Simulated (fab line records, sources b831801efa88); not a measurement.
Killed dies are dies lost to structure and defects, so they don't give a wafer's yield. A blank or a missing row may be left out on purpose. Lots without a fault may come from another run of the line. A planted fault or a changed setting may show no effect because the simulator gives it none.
fab line records | flow sky130 | part 2 of 2: steps 23 to 23 of 23
record lots=7 wafers=21 last_day=50
route steps=708 shown CAP2M@614 METAL4@621 PAD_OPEN@708
lots that met no fault: from a run of the same line without faults
start_h: hours from the record's first day to the start of the lot's first wafer shown | wait_h: hours since the lot's step before | " the same as in the row above | L1.1+2: a row that stands for several wafers | - no value, or no start given | * or withheld: withheld | < > ~ a bound
route shown NAME@n: a module of which the file shows steps, and the number in the route of the first | usual: mean/standard deviation of fault-free wafers | same: alike in all rows | chamber/n: place in a boat | sites: the reading at each site | _std_site: their standard deviation | _edge_site: outer sites' mean less inner sites' | radius_mm: how far each site lies from the wafer's centre | mask NAME#n: copy n | behind: the tool/chamber that last shaped the wafer | hold: why the lot was held/for how many hours/how that ended | device: the transistor (n, p or np) that didn't switch | end of line: the same wafers' tests at the end of the route | a step without rows: its recipe alone | killed: dies lost to structure and defects at the first sort, not the wafer's yield | map: a wafer's dies, x killed, . not, _ none there
set.NAME: the setting as run; set.NAME@STEP: as run at that earlier step | model.NAME: the simulator's own value behind a step, which no gauge read
lots at some steps of the route; a table a step, a row a wafer
services: from which hour (start_h, from the record's first day; less than 0 if before it) a tool's chamber was out of use, for how many hours, and why
## steps
# step SKY_PAD_OPEN_PROBE_99
# usual defect_limited_yield=82.6/1.9 killed_at_M0_to_M3=43/7.2 killed_at_M4_up=3.5/2 killed_at_contacts=24/5.2 killed_at_front_end=15/4.4 killed_at_other=0.2/0.48 killed_dies=85/9.4 killed_open=46/7.3 killed_short=39/6.1 sort_bin_3_pad_short=0.8/0.37 sort_bin_5_function=10.2/1.4 sort_bin_6_memory=6.3/1.1 sort_n_pass=407/9.4 sort_yield_pct=82.6/1.9
# same gross_dies=492 killed_at_back_side=0 sort_bin_4_leakage[%]=0 sort_bin_8_speed[%]=0
# columns lot.wafer tool chamber start_h wait_h defect_limited_yield[%] killed_at_M0_to_M3 killed_at_M4_up killed_at_contacts killed_at_front_end killed_at_other killed_dies killed_open killed_short sort_bin_3_pad_short[%] sort_bin_5_function[%] sort_bin_6_memory[%] sort_n_pass sort_yield_pct[%] model.etest.met4.width_nm model.etest.met4.line_ohm_um
L559.2 prober-02 - 1081.27 0.1 80.9 42 6 30 16 0 94 53 39 1.0 10.4 7.7 398 80.9 291.5 0.1437
L559.3 prober-02 - 1081.32 0.2 81.1 59 4 17 13 0 93 49 44 0.8 11.8 6.3 399 81.1 297.8 0.1416
L559.5 prober-02 - 1081.42 0.2 85.0 42 0 25 7 0 74 50 24 0.2 9.1 5.7 418 85.0 298.2 0.1412
L568.2 prober-01 - 1125.70 0.1 80.5 42 6 29 19 0 96 44 52 0.8 11.8 6.9 396 80.5 322.6 0.1325
L568.4 prober-01 - 1125.80 0.2 86.0 32 2 28 7 0 69 39 30 0.6 8.9 4.5 423 86.0 323.5 0.1309
L570.2 prober-02 - 1127.20 0.1 82.5 48 7 21 10 0 86 39 47 0.8 10.2 6.5 406 82.5 298.7 0.1382
L570.3 prober-02 - 1127.25 0.2 85.4 39 3 18 12 0 72 43 29 0.8 7.1 6.7 420 85.4 302.3 0.1401
L570.5 prober-02 - 1127.35 0.2 86.2 28 2 17 21 0 68 34 34 0.4 8.1 5.3 424 86.2 308.3 0.1343
L569.1 prober-02 - 1136.24 0.1 84.8 39 3 25 8 0 75 38 37 1.0 8.5 5.7 417 84.8 309.9 0.1402
L569.3 prober-02 - 1136.34 0.2 78.9 58 2 22 22 0 104 59 38 0.8 12.6 7.7 388 78.9 319.9 0.1333
L569.4 prober-02 - 1136.39 0.2 84.3 48 1 18 10 0 77 49 28 1.0 8.9 5.7 415 84.3 311.6 0.1358
L572.3 prober-02 - 1153.79 0.2 82.3 38 1 33 15 0 87 51 36 1.2 9.8 6.7 405 82.3 314.9 0.137
L572.4 prober-02 - 1153.84 0.2 84.1 40 3 22 13 0 78 37 41 1.4 9.1 5.3 414 84.1 313.9 0.1374
L572.5 prober-02 - 1153.89 0.2 81.5 56 3 17 15 0 91 46 45 0.8 11.4 6.3 401 81.5 322.1 0.1353
L577.1 prober-01 - 1172.35 0.1 85.6 40 0 21 10 0 71 41 30 0.4 9.6 4.5 421 85.6 292.4 0.1488
L577.3 prober-01 - 1172.45 0.2 84.6 38 1 26 11 0 76 46 30 0.8 9.3 5.3 416 84.6 306.7 0.1414
L577.4 prober-01 - 1172.50 0.2 83.7 41 2 25 12 0 80 41 39 0.8 10.8 4.7 412 83.7 299 0.1452
L579.2 prober-02 - 1192.32 0.1 80.1 52 4 32 10 0 98 64 34 0.8 12.4 6.7 394 80.1 304 0.1414
L579.4 prober-02 - 1192.42 0.2 79.7 47 8 26 18 1 100 52 48 1.2 11.4 7.7 392 79.7 303.3 0.1406
L579.5 prober-02 - 1192.47 0.2 81.9 47 2 17 23 0 89 44 45 1.0 12.2 4.9 403 81.9 305.5 0.1385
# killed by level:class
L559.2 VIA2:geometric_particle:open=10 LI_CONTACT:geometric_particle:open=10 CONTACT:geometric_particle:open=10 METAL1:geometric_particle:short=6 VIA1:geometric_particle:open=6 FIELD_ISO:geometric_particle:short=5 VIA3:geometric_particle:short=5 CONTACT:geometric_particle:short=5
L559.3 VIA1:geometric_particle:open=18 VIA3:geometric_particle:short=10 VIA2:geometric_particle:open=10 LOCAL_INTERCONNECT:geometric_particle:short=5 CONTACT:geometric_particle:open=5 METAL1:geometric_particle:short=5 FIELD_ISO:geometric_particle:short=4 FIELD_ISO:geometric_particle:open=4
L559.5 VIA1:geometric_particle:open=18 CONTACT:geometric_particle:open=10 VIA2:geometric_particle:open=6 LI_CONTACT:geometric_particle:open=5 VIA3:geometric_particle:open=5 POLY_GATE:geometric_particle:short=4 CONTACT:geometric_particle:short=4 LI_CONTACT:geometric_particle:short=3
L568.2 VIA2:geometric_particle:open=12 FIELD_ISO:geometric_particle:short=10 VIA3:geometric_particle:open=8 LI_CONTACT:geometric_particle:open=7 CONTACT:geometric_particle:open=7 CONTACT:geometric_particle:short=6 LI_CONTACT:geometric_particle:short=5 METAL4:geometric_particle:short=5
L568.4 LI_CONTACT:geometric_particle:open=10 CONTACT:geometric_particle:short=6 METAL1:geometric_particle:short=6 VIA2:geometric_particle:open=6 CONTACT:geometric_particle:open=5 VIA3:geometric_particle:open=5 VIA1:geometric_particle:short=4 VIA1:geometric_particle:open=4
L570.2 VIA2:geometric_particle:open=12 METAL2:geometric_particle:short=9 VIA1:geometric_particle:open=7 CONTACT:geometric_particle:open=6 METAL4:geometric_particle:short=6 LOCAL_INTERCONNECT:geometric_particle:short=5 VIA1:geometric_particle:short=5 METAL1:geometric_particle:short=4
L570.3 VIA1:geometric_particle:open=12 CONTACT:geometric_particle:open=8 METAL1:geometric_particle:short=5 POLY_GATE:geometric_particle:open=4 METAL2:geometric_particle:short=4 LI_CONTACT:geometric_particle:open=4 VIA1:geometric_particle:short=4 FIELD_ISO:geometric_particle:open=3
L570.5 CONTACT:geometric_particle:open=9 FIELD_ISO:geometric_particle:open=8 POLY_GATE:geometric_particle:short=6 METAL1:geometric_particle:short=4 VIA1:geometric_particle:open=4 METAL2:geometric_particle:short=4 SPACER:geometric_particle:short=3 CONTACT:geometric_particle:short=3
L569.1 CONTACT:geometric_particle:open=10 VIA3:geometric_particle:open=8 METAL1:geometric_particle:short=5 CONTACT:geometric_particle:short=5 VIA1:geometric_particle:open=5 METAL2:geometric_particle:short=5 LI_CONTACT:geometric_particle:open=4 VIA3:geometric_particle:short=4
L569.3 VIA1:geometric_particle:open=18 FIELD_ISO:area_etch=7 CONTACT:geometric_particle:short=6 CONTACT:geometric_particle:open=6 VIA3:geometric_particle:open=6 LI_CONTACT:geometric_particle:open=5 METAL1:geometric_particle:open=5 METAL1:geometric_particle:short=5
L569.4 VIA1:geometric_particle:open=14 VIA2:geometric_particle:open=8 CONTACT:geometric_particle:open=8 VIA3:geometric_particle:open=7 LOCAL_INTERCONNECT:geometric_particle:short=5 METAL2:geometric_particle:short=5 POLY_GATE:geometric_particle:open=4 VIA3:geometric_particle:short=4
L572.3 CONTACT:geometric_particle:open=10 VIA1:geometric_particle:open=10 VIA3:geometric_particle:open=9 LI_CONTACT:geometric_particle:open=8 CONTACT:geometric_particle:short=6 FIELD_ISO:geometric_particle:short=5 LOCAL_INTERCONNECT:geometric_particle:short=5 VIA1:geometric_particle:short=4
L572.4 VIA1:geometric_particle:open=12 CONTACT:geometric_particle:open=9 FIELD_ISO:geometric_particle:short=7 VIA2:geometric_particle:open=5 LOCAL_INTERCONNECT:geometric_particle:short=5 CONTACT:geometric_particle:short=5 METAL2:geometric_particle:short=5 POLY_GATE:geometric_particle:short=4
L572.5 METAL2:geometric_particle:short=10 VIA1:geometric_particle:open=9 METAL1:geometric_particle:short=7 VIA2:geometric_particle:open=7 CONTACT:geometric_particle:open=6 VIA3:geometric_particle:open=6 FIELD_ISO:geometric_particle:open=5 VIA3:geometric_particle:short=5
L577.1 VIA3:geometric_particle:open=8 CONTACT:geometric_particle:open=7 VIA1:geometric_particle:open=7 LI_CONTACT:geometric_particle:open=6 VIA2:geometric_particle:open=5 METAL1:geometric_particle:short=4 CONTACT:geometric_particle:short=4 VIA1:geometric_particle:short=4
L577.3 LI_CONTACT:geometric_particle:open=10 VIA1:geometric_particle:open=10 CONTACT:geometric_particle:open=6 LOCAL_INTERCONNECT:geometric_particle:short=5 METAL2:geometric_particle:short=5 VIA2:geometric_particle:open=5 VIA3:geometric_particle:open=5 FIELD_ISO:geometric_particle:short=4
L577.4 VIA1:geometric_particle:open=8 LI_CONTACT:geometric_particle:open=7 METAL2:geometric_particle:short=6 FIELD_ISO:geometric_particle:short=5 LI_CONTACT:geometric_particle:short=5 VIA2:geometric_particle:short=5 CONTACT:geometric_particle:open=5 METAL3:geometric_particle:open=4
L579.2 LI_CONTACT:geometric_particle:open=15 VIA1:geometric_particle:open=15 METAL1:geometric_particle:short=9 VIA2:geometric_particle:open=9 VIA3:geometric_particle:open=7 CONTACT:geometric_particle:open=6 LOCAL_INTERCONNECT:geometric_particle:short=4 CONTACT:geometric_particle:short=4
L579.4 VIA1:geometric_particle:open=9 LI_CONTACT:geometric_particle:open=8 METAL1:geometric_particle:short=7 CONTACT:geometric_particle:open=7 METAL4:geometric_particle:short=7 POLY_GATE:geometric_particle:open=6 METAL2:geometric_particle:short=6 VIA3:geometric_particle:open=6
L579.5 VIA1:geometric_particle:open=9 POLY_GATE:geometric_particle:short=7 VIA2:geometric_particle:open=6 CONTACT:geometric_particle:open=6 METAL1:geometric_particle:short=6 FIELD_ISO:geometric_particle:short=5 VIA2:geometric_particle:short=5 FIELD_ISO:geometric_particle:open=4
## services
# columns tool chamber start_h hours kind
krf_scanner-01 - 943.01 0.4 repair
rie_metal-03 - 945.62 1.4 pm
krf_scanner-02 - 946.09 1.0 repair
rie_metal-03 - 947.72 14.6 pm
rie_diel-01 - 955.98 0.9 repair
krf_scanner-02 - 958.32 4.4 pm
krf_scanner-01 - 963.05 0.8 pm
krf_scanner-02 - 973.98 1.3 pm
krf_scanner-02 - 981.89 0.8 pm
krf_scanner-01 - 983.70 4.0 pm
rie_metal-02 1 985.86 7.6 repair
krf_scanner-01 - 989.61 1.0 pm
krf_scanner-01 - 995.01 1.3 pm
krf_scanner-02 - 997.94 3.6 pm
plasma_asher-01 - 1001.40 0.4 repair
rie_diel-01 1 1004.22 2.5 repair
rie_diel-01 2 1015.68 6.6 repair
rie_metal-02 - 1048.05 2.8 pm
rie_diel-01 - 1061.74 0.8 repair
rie_metal-01 0 1076.67 5.7 repair
rie_metal-03 0 1094.27 1.4 repair
rie_metal-01 0 1097.02 31.0 repair
krf_scanner-01 - 1104.80 1.2 repair
rie_metal-03 0 1111.55 5.8 repair
## key
first_sign step=SKY_METAL4_EXPOSE_10 reading=exposure_dose_mJ_cm2 direction=down sigmas=50 usual=* struck=*
effect step=SKY_METAL4_CD_MEAS_13 reading=cd_nm direction=up sigmas=8.6 usual=300.0 struck=313.5 through=control_loop
model_effect step=SKY_METAL4_DESCUM_15 value=METAL4.cd_nm without=300.5 struck=313.8
model_effect step=SKY_METAL4_METAL_ETCH_18 value=METAL4.cd_nm without=304.1 struck=317.4
model_effect step=SKY_PAD_OPEN_PROBE_99 value=etest.met4.width_nm without=304.3 struck=317.3
met_at SKY_METAL4_EXPOSE_10
struck_wafers L568.2,L568.4,L568.5,L569.1,L569.3,L569.4,L572.3,L572.4,L572.5
loop_trim step=SKY_METAL4_EXPOSE_10 setting=dose lots=L569,L572
onset_between 971.63 1025.35
fault kind=process_parameter_drift tool=krf_scanner-01 chamber=- onset_h=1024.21 steps=SKY_METAL4_EXPOSE_10 channel=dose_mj offset=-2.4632 shape=step acts_in=these_recipes_only stated=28
# loop_trim: a control loop set the setting to another value than it would have without faults
